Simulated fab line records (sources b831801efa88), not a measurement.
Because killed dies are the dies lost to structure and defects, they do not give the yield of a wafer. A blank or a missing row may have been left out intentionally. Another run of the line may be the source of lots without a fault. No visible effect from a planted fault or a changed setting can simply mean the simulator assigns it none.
The tool behind it: which one? + flow sky130 + 13 lots, 39 wafers sampled, at 4 steps of a route of 708

## WHAT EACH GAUGE READ, for each wafer
SKY_NWELL_TW_MEAS_26. Usual: NWELL_2_TW gives 492 (standard deviation 4.8).
| lot  | measured     | on            | NWELL_2_TW  | flag |
|------|--------------|---------------|-------------|------|
| L367 | day 5 10:44  | film_metro-03 | 494 492 493 |      |
| L368 | day 5 12:44  | film_metro-04 | 501 502 501 |      |
| L369 | day 5 16:32  | film_metro-02 | 485 486 489 |      |
| L370 | day 6 00:20  | film_metro-03 | 496 495 496 |      |
| L371 | day 6 02:56  | film_metro-03 | 497 494 496 |      |
| L374 | day 7 01:31  | film_metro-04 | 500 502 498 |      |
| L378 | day 8 01:01  | film_metro-03 | 493 497 493 |      |
| L380 | day 8 14:20  | film_metro-02 | 489 489 492 |      |
| L384 | day 10 00:20 | film_metro-02 | 488 486 485 |      |
| L386 | day 10 04:28 | film_metro-02 | 489 488 491 |      |
| L388 | day 10 15:22 | film_metro-04 | 492 493 496 |      |
| L389 | day 10 22:05 | film_metro-04 | 493 496 497 |      |
| L390 | day 11 03:23 | film_metro-02 | 486 486 486 |      |

SKY_POLY_GATE_OVL_MEAS_14. Usual: POLY_GATE_OVL gives 1 nm (standard deviation 6.2).
| lot  | measured     | on         | POLY_GATE_OVL (nm) | flag |
|------|--------------|------------|--------------------|------|
| L367 | day 16 10:50 | overlay-01 | -6 -3 8            |      |
| L368 | day 16 14:21 | overlay-01 | -5 -1 -6           |      |
| L369 | day 17 00:34 | overlay-02 | 11 6 3             |      |
| L370 | day 17 07:55 | overlay-02 | 1 13 5             |      |
| L371 | day 17 22:43 | overlay-02 | -2 -8 -11          |      |
| L374 | day 18 18:46 | overlay-01 | -6 -6 -2           |      |
| L378 | day 20 10:55 | overlay-02 | 6 1 8              |      |
| L380 | day 21 08:56 | overlay-01 | 5 5 0              |      |
| L384 | day 23 06:22 | overlay-01 | -2 -4 -4           |      |
| L386 | day 23 11:05 | overlay-02 | 1 -2 -7            |      |
| L388 | day 23 23:47 | overlay-02 | -8 -8 0            |      |
| L389 | day 24 07:00 | overlay-02 | 1 13 5             |      |
| L390 | day 24 15:55 | overlay-02 | 2 0 6              |      |

SKY_LDD_HVP_OVL_MEAS_07. Usual: LDD_HVP_OVL gives -0.1 nm (standard deviation 1.3).
| lot  | measured     | on         | LDD_HVP_OVL (nm) | flag |
|------|--------------|------------|------------------|------|
| L367 | day 21 13:54 | overlay-02 | -0.8 0.7 0.6     |      |
| L368 | day 21 18:06 | overlay-02 | -0.9 -1.2 -0.2   |      |
| L369 | day 22 04:05 | overlay-02 | -0.9 -1.4 -2.5   |      |
| L370 | day 22 11:53 | overlay-02 | 0.7 -0.9 -1.2    |      |
| L371 | day 23 02:32 | overlay-02 | 1.9 2.2 3.7      |      |
| L374 | day 24 04:34 | overlay-01 | 2.2 1.6 2.7      |      |
| L378 | day 25 15:29 | overlay-01 | -0.4 1.3 1.0     |      |
| L380 | day 26 10:33 | overlay-02 | -0.3 -0.5 0.2    |      |
| L384 | day 28 06:52 | overlay-01 | 1.7 -1.0 -0.6    |      |
| L386 | day 28 12:01 | overlay-02 | -1.3 -1.5 -0.9   |      |
| L388 | day 28 23:08 | overlay-01 | -0.1 -0.4 0.0    |      |
| L389 | day 29 07:42 | overlay-01 | -0.1 0.9 1.2     |      |
| L390 | day 29 16:14 | overlay-01 | -2.1 -1.5 -0.4   |      |

## WHICH TOOL RAN EACH LOT (tool, then ch and the chambers of the sampled wafers, then the start)
| lot  | SKY_LDD_N_IMPLANT_11            |
|------|---------------------------------|
| L367 | implanter-03 ch 0, day 17 18:14 |
| L368 | implanter-03 ch 0, day 17 21:57 |
| L369 | implanter-01 ch 0, day 18 08:06 |
| L370 | implanter-03 ch 0, day 18 15:07 |
| L371 | implanter-03 ch 0, day 19 06:24 |
| L374 | implanter-01 ch 0, day 20 08:41 |
| L378 | implanter-01 ch 0, day 21 19:44 |
| L380 | implanter-01 ch 0, day 22 17:22 |
| L384 | implanter-02 ch 0, day 24 14:19 |
| L386 | implanter-02 ch 0, day 24 18:46 |
| L388 | implanter-01 ch 0, day 25 07:08 |
| L389 | implanter-02 ch 0, day 25 15:01 |
| L390 | implanter-02 ch 0, day 25 23:41 |
- SKY_LDD_N_IMPLANT_11

## WHAT THE TOOLS THEMSELVES READ (means of the sampled wafers that have a number; where no wafer has one, the mark that the record gives instead)
SKY_LDD_N_IMPLANT_11. Usual: dose_ions_cm2 7.5e+13, standard deviation 8.4e+10; faraday_current_uA 423, standard deviation 8.7.
| lot  | tool         | dose_ions_cm2 | faraday_current_uA | flag |
|------|--------------|---------------|--------------------|------|
| L367 | implanter-03 | 7.5e+13       | 422                |      |
| L368 | implanter-03 | 7.5e+13       | 418                |      |
| L369 | implanter-01 | 7.5e+13       | 424                |      |
| L370 | implanter-03 | 7.5e+13       | 422                |      |
| L371 | implanter-03 | 7.5e+13       | 420                |      |
| L374 | implanter-01 | 7.5e+13       | 428                |      |
| L378 | implanter-01 | 6.4e+13       | 363                | OFF  |
| L380 | implanter-01 | 6.4e+13       | 356                | OFF  |
| L384 | implanter-02 | 7.5e+13       | 429                |      |
| L386 | implanter-02 | 7.5e+13       | 429                |      |
| L388 | implanter-01 | 7.5e+13       | 417                |      |
| L389 | implanter-02 | 7.5e+13       | 425                |      |
| L390 | implanter-02 | 7.5e+13       | 424                |      |

## THE ANSWER, worked out from the rows above alone
Rule: a lot counts as off when the mean over its wafers that have a number is more than 3 standard deviations away from the usual mean. Also off: a lot with no number at a reading for which 4 or more lots have one. Any other lot the step has rows for is counted as sound. The gauges are gone through in route order, then the tools' own readings, and for those a lot's mean is taken as printed above. The first step at which some lot is off is used, and at that step the reading that is off furthest; a lot without a number counts as furthest.
Off: L378, L380, at SKY_LDD_N_IMPLANT_11 (dose_ions_cm2).
A tool fits if, at that step or a process step before it, it ran every lot that is off, and no sound lot after the first of them. Of those tried, none fits.

## WHAT THE SIMULATOR HAD INSERTED
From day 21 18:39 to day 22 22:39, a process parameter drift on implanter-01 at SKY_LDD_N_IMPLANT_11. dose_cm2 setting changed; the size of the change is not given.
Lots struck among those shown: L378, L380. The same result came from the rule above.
